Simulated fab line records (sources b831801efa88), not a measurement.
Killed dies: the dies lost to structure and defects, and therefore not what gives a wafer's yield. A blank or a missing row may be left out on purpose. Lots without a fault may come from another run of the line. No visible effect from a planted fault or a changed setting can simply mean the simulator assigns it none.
A lot that was struck, set against a sound lot    flow gf180mcu    29 out of 602 route steps
Sound: wafers L337.2, L337.4, L337.5. Struck: wafer L345.1 (left out: L345.2, a lot-mate that was not struck); the cause follows at the end.
At each step with rows: each side's tool, then ch and its chambers, then its first start. Under that, the readings that differ: sound wafers    struck wafers    difference of the means    sigmas: that difference in standard deviations of wafers without a fault.
alike: a reading whose means differ by less than 2 such deviations, as well as words and numbers matching on both sides. not compared: withheld readings; readings where some wafer has no value; bounds like >300 that might hide an equal value; numbers whose values overlap and for which the record gives no deviation.
The two part at a step that has a row with sigmas, a row that says differs or no value, or rows on one side only. Non-overlapping numbers with no deviation appear without sigmas and do not part them. A reading that every wafer of one side lacks parts them only if that side has two wafers or more.

first, 3 steps without rows for these wafers: GF_V5_STRIP_19 (strips in post etch residue remover, time 1200 s); GF_V5_CLEAN_20 (cleans in DIW); GF_V5_SPUTTER_21 (material Ti, target thk 15 nm, time 80.02 s).
GF_V5_SPUTTER_22: material TiN, target thk 10 nm, time 40 s.
  sound on pvd sputter-01 at day 29 12:22; struck on pvd sputter-04 at day 31 13:59
  alike: throttle valve pct
GF_V5_CVD_23: deposits W, target thk 350 nm, time 104.9 s.
  sound on cvd w-02 ch 0,1, day 29 12:25; struck on cvd w-01 ch 1, day 31 14:01
reading             sound        struck  difference  sigmas
heater power w (W)  800 795 819  855     +50         +2
  not compared: since wet clean h
GF_V5_RS_MEAS_24: uses a four-point probe to measure.
  sound on film metro-01 at day 29 12:32; struck on film metro-04 at day 31 14:08
  alike: V5_W_RS
GF_V5_THK_MEAS_25: measures by xrf.
  sound on film metro-01 at day 29 12:39; struck on film metro-04 at day 31 14:15
  alike: V5_W_THK
then, 1 step without rows for these wafers: GF_V5_CMP_26 (polishes, stops on SiO2, t overpolish 15 s, target thk 0 nm).
GF_TOP_METAL_SPUTTER_00: material Ti, target thk 37.5 nm, time 150 s.
  sound on pvd sputter-02 at day 29 13:00; struck on pvd sputter-04 at day 31 14:37
reading               sound                 struck  difference  sigmas
substrate temp c (C)  199.98 200.18 200.25  199.74  -0.40       -3
  alike: throttle valve pct
then, 2 steps without rows for these wafers: GF_TOP_METAL_SPUTTER_01 (material TiN, target thk 30 nm, time 25 s); GF_TOP_METAL_SPUTTER_02 (material AlCu, target thk 900 nm, time 47.82 s).
GF_TOP_METAL_SPUTTER_03: material Ti, target thk 5 nm, time 3.3 s.
  sound on pvd sputter-02 at day 29 13:11; struck on pvd sputter-04 at day 31 14:47
  alike: substrate temp c, throttle valve pct
GF_TOP_METAL_SPUTTER_04: material TiN, target thk 25 nm, time 20.8 s.
  sound on pvd sputter-02 at day 29 13:12; struck on pvd sputter-04 at day 31 14:48
reading                                        sound              struck  difference  sigmas
model.TiN_of_TOP_METAL_SPUTTER_04.thk nm (nm)  25.31 24.45 25.34  23.06   -1.97       
  alike: throttle valve pct
GF_TOP_METAL_RS_MEAS_05: uses a four-point probe to measure.
  sound on film metro-04 at day 29 13:14; struck on film metro-01 at day 31 14:50
reading                     sound                 struck  difference  sigmas
TOP_METAL_ALCU_RS (ohm/sq)  0.0334 0.0325 0.0334  0.0320  -0.0011     -3
GF_TOP_METAL_THK_MEAS_06: measures by xrf.
  sound on film metro-04 at day 29 13:21; struck on film metro-01 at day 31 14:57
  alike: TOP_METAL_ALCU_THK
then, 7 steps without rows for these wafers: GF_TOP_METAL_DEHYDRATE_07 (time 60 s); GF_TOP_METAL_HMDS_08 (prime time 60 s); GF_TOP_METAL_COAT_09 (resist thk 1500 nm); GF_TOP_METAL_SOFTBAKE_10 (time 60 s); GF_TOP_METAL_EXPOSE_11 (exposes mask MetalTop, target cd 440 nm); GF_TOP_METAL_PEB_12; GF_TOP_METAL_DEVELOP_13 (develop time 60 s).
GF_TOP_METAL_CD_MEAS_14: target cd 440 nm.
  sound on cd sem-01 at day 30 07:23; struck on cd sem-01 at day 32 07:47
  alike: cd nm
GF_TOP_METAL_OVL_MEAS_15:
  sound on overlay-02 at day 30 07:30; struck on overlay-01 at day 32 07:54
  alike: TOP_METAL_OVL
then, 1 step without rows for these wafers: GF_TOP_METAL_METAL_ETCH_16 (etches the open film in Cl2/BCl3, stops on SiO2, target depth 1197 nm, time 199.5 s).
GF_TOP_METAL_STRIP_17: strips in O2/N2.
  sound on plasma asher-02 ch 1, day 30 07:43; struck on plasma asher-01 ch 0, day 32 08:08
  alike: drypump motor current A, heater power w, oes product au, strip time to endpoint s
  not compared: rf hours counter h
GF_TOP_METAL_STRIP_18: strips in post etch residue remover, time 1200 s.
  sound on wet bench-04 ch 3, day 30 07:49; struck on wet bench-02 ch 2, day 32 08:14
reading                                        sound              struck  difference  sigmas
model.TiN_of_TOP_METAL_SPUTTER_04.thk nm (nm)  24.89 24.03 24.92  22.63   -1.98       
then, 1 step without rows for these wafers: GF_TOP_METAL_CLEAN_19 (cleans in DIW).
GF_PASSIVATION_PROBE_99:
  sound wafers here have rows in the record (prober-01, day 31 04:38); struck ones have none

## WHERE THEY PART
First at GF_V5_CVD_23; last, within this record, at GF_PASSIVATION_PROBE_99.

WHY: what had been put in by the simulator
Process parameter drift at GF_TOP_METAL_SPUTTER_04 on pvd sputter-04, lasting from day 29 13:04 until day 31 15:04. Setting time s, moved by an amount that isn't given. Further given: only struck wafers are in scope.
